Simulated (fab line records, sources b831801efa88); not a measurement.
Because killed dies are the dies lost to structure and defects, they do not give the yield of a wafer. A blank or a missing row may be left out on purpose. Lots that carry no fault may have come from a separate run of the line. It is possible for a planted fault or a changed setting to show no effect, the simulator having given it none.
Which tool was responsible? ; flow gf180mcu ; 14 lots with 42 wafers sampled at 5 steps, on a route of 602 steps

## WHAT EACH GAUGE READ, for each wafer
GF_VT_IMPLANT_TW_MEAS_43. Usual: VT_IMPLANT_4_TW typically reads 693, with standard deviation 5.5.
lot;measured;on;VT_IMPLANT_4_TW;flag
L357;day 8 09:32;filmMetro-02;698 693 698;
L358;day 8 20:18;filmMetro-01;699 699 700;
L360;day 8 22:44;filmMetro-01;697 703 700;
L362;day 9 10:19;filmMetro-04;686 690 688;
L364;day 9 22:07;filmMetro-04;695 690 689;
L363;day 10 00:19;filmMetro-02;696 698 696;
L367;day 10 14:59;filmMetro-04;688 692 687;
L369;day 11 03:35;filmMetro-01;657 654 655;OFF
L370;day 11 08:40;filmMetro-02;695 696 703;
L372;day 11 23:17;filmMetro-04;657 653 651;OFF
L374;day 12 08:19;filmMetro-04;690 691 684;
L376;day 13 00:14;filmMetro-01;695 699 695;
L377;day 13 06:53;filmMetro-02;702 698 700;
L378;day 13 11:14;filmMetro-04;683 690 689;

GF_M4_OVL_MEAS_15. Usual: M4_OVL typically reads 1 nm, with standard deviation 6.1.
lot;measured;on;M4_OVL (nm);flag
L357;day 24 16:28;overlay-02;3 5 9;
L358;day 24 20:49;overlay-02;-1 4 -6;
L360;day 24 23:39;overlay-01;14 -3 5;
L362;day 25 13:33;overlay-01;-10 -10 -6;
L364;day 26 06:06;overlay-02;-3 1 5;
L363;day 26 13:33;overlay-02;-2 0 11;
L367;day 27 00:43;overlay-02;-6 -8 -2;
L369;day 27 18:43;overlay-02;-6 3 8;
L370;day 27 18:55;overlay-02;-9 -2 6;
L372;day 28 17:22;overlay-01;2 3 -2;
L374;day 29 03:49;overlay-02;7 -3 2;
L376;day 29 16:40;overlay-01;3 -2 3;
L377;day 29 19:04;overlay-02;-5 2 -3;
L378;day 30 03:31;overlay-01;0 -1 -9;

GF_V4_OVL_MEAS_15. Usual: V4_OVL typically reads -3 nm, with standard deviation 5.
lot;measured;on;V4_OVL (nm);flag
L357;day 25 15:10;overlay-02;-9 -1 -6;
L358;day 25 19:58;overlay-02;3 0 5;
L360;day 25 22:30;overlay-02;-8 -7 1;
L362;day 26 12:00;overlay-02;-1 -5 -5;
L364;day 27 03:39;overlay-02;-2 -8 -4;
L363;day 27 11:12;overlay-02;2 3 0;
L367;day 27 22:19;overlay-01;4 2 -1;
L369;day 28 16:16;overlay-01;4 -10 -2;
L370;day 28 16:52;overlay-01;-3 -2 -12;
L372;day 29 14:37;overlay-01;-5 -10 -2;
L374;day 30 00:25;overlay-02;-3 0 -1;
L376;day 30 13:31;overlay-02;-3 -9 -11;
L377;day 30 15:40;overlay-01;5 -4 -3;
L378;day 30 23:10;overlay-02;-11 -6 -7;

## EACH LOT AND THE TOOL THAT RAN IT (in order: tool; ch and the chambers of the sampled wafers; start)
lot;GF_VT_IMPLANT_IMPLANT_41;GF_V2_ETCH_17
L357;implanter-01 ch 0, day 8 09:18;rieDiel-03 ch 0,2,3, day 24 16:28 or earlier
L358;implanter-03 ch 0, day 8 20:05;rieDiel-03 ch 1,2,3, day 24 20:49 or earlier
L360;implanter-03 ch 0, day 8 22:29;rieDiel-03 ch 0,1,2, day 24 23:39 or earlier
L362;implanter-03 ch 0, day 9 10:04;rieDiel-01 ch 0,2, day 25 13:33 or earlier
L364;implanter-01 ch 0, day 9 21:52;rieDiel-02 ch 2, day 26 06:06 or earlier
L363;implanter-01 ch 0, day 10 00:04;rieDiel-01 ch 0,1, day 26 13:33 or earlier
L367;implanter-03 ch 0, day 10 14:45;rieDiel-03 ch 1,2,3, day 27 00:43 or earlier
L369;implanter-01 ch 0, day 11 03:21;rieDiel-01 ch 1,3, day 27 18:43 or earlier
L370;implanter-04 ch 0, day 11 08:25;rieDiel-02 ch 1,2,3, day 27 18:55 or earlier
L372;implanter-01 ch 0, day 11 23:03;rieDiel-03 ch 0,2,3, day 28 17:22 or earlier
L374;implanter-04 ch 0, day 12 08:04;rieDiel-02 ch 0,1,2, day 29 03:49 or earlier
L376;implanter-03 ch 0, day 13 00:00;rieDiel-02 ch 1,2,3, day 29 16:40 or earlier
L377;implanter-03 ch 0, day 13 06:40;rieDiel-01 ch 0,1, day 29 19:04 or earlier
L378;implanter-04 ch 0, day 13 11:00;rieDiel-03 ch 1,2, day 30 03:31 or earlier
- GF_VT_IMPLANT_IMPLANT_41
- GF_V2_ETCH_17: etches SiO2 in C4F8/O2/Ar, stops on TiN, target depth 630 nm.

## WHAT THE TOOLS THEMSELVES READ (means of the sampled wafers that have a number; where no wafer has one, the mark that the record gives instead)
GF_VT_IMPLANT_IMPLANT_41. Usual: beamEnergyKeV 70.003, standard deviation 0.021; doseIonsCm2 1.013e+12, standard deviation 1.3e+09; faradayCurrentUA 5.71, standard deviation 0.11.
lot;tool;beamEnergyKeV;doseIonsCm2;faradayCurrentUA;flag
L357;implanter-01;70.031;1.014e+12;5.74;
L358;implanter-03;69.984;1.013e+12;5.67;
L360;implanter-03;69.991;1.013e+12;5.71;
L362;implanter-03;70.006;1.012e+12;5.75;
L364;implanter-01;70.002;1.013e+12;5.72;
L363;implanter-01;69.996;1.013e+12;5.65;
L367;implanter-03;70.002;1.013e+12;5.69;
L369;implanter-01;69.987;8.362e+11;4.73;OFF
L370;implanter-04;69.983;1.013e+12;5.71;
L372;implanter-01;69.998;8.373e+11;4.76;OFF
L374;implanter-04;69.978;1.013e+12;5.62;
L376;implanter-03;70.012;1.013e+12;5.74;
L377;implanter-03;70.010;1.012e+12;5.64;
L378;implanter-04;69.986;1.013e+12;5.74;

GF_V2_ETCH_17. Usual: 0.856 a.u. for oesProductAu, sd 0.0046.
lot;tool;oesProductAu (a.u.);flag
L357;rieDiel-03;0.854;
L358;rieDiel-03;0.854;
L360;rieDiel-03;0.850;
L362;rieDiel-01;0.858;
L364;rieDiel-02;0.856;
L363;rieDiel-01;0.855;
L367;rieDiel-03;0.853;
L369;rieDiel-01;0.860;
L370;rieDiel-02;0.856;
L372;rieDiel-03;0.852;
L374;rieDiel-02;0.859;
L376;rieDiel-02;0.858;
L377;rieDiel-01;0.857;
L378;rieDiel-03;0.850;

## THE ANSWER, worked out from the rows above alone
Rule: take the mean of a lot's wafers that have a number; if it is more than 3 standard deviations from the usual mean, the lot is off. Also off: a lot with no number at a reading for which 4 or more lots have one. Any other lot the step has rows for is counted as sound. The gauges are gone through in route order, then the tools' own readings, and for those a lot's mean is taken as printed above. The first step at which some lot is off is used, and at that step the reading that is off furthest; a lot without a number counts as furthest.
Off: at GF_VT_IMPLANT_TW_MEAS_43 (VT_IMPLANT_4_TW), L369, L372.
If a tool, at a process step before that reading, ran all the lots that are off and no sound lot after the first of them, it fits. Not tried: the gauges at GF_VT_IMPLANT_TW_MEAS_43; whatever is off there is also off at GF_VT_IMPLANT_IMPLANT_41, on other tools, and gauge error can't account for it. One candidate fits, namely implanter-01 at GF_VT_IMPLANT_IMPLANT_41. Its last sound lot is L363 (day 10 00:04), its first lot that is off L369 (day 11 03:21): a fault that began between those two fits.
The tool's own readings at GF_VT_IMPLANT_IMPLANT_41 bear it out: on the lots that are off they differ by more than 5 times the standard deviation of the sound lots' means. doseIonsCm2 reads 8.368e+11 there against 1.013e+12 on the sound lots; faradayCurrentUA reads 4.75 there against 5.70 on the sound lots.

## WHAT THE SIMULATOR HAD PUT IN
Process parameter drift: implanter-01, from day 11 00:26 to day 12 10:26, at GF_VT_IMPLANT_IMPLANT_41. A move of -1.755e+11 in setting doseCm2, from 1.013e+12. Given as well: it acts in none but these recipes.
Struck lots among those shown: L369, L372. The rule above reached the same finding.
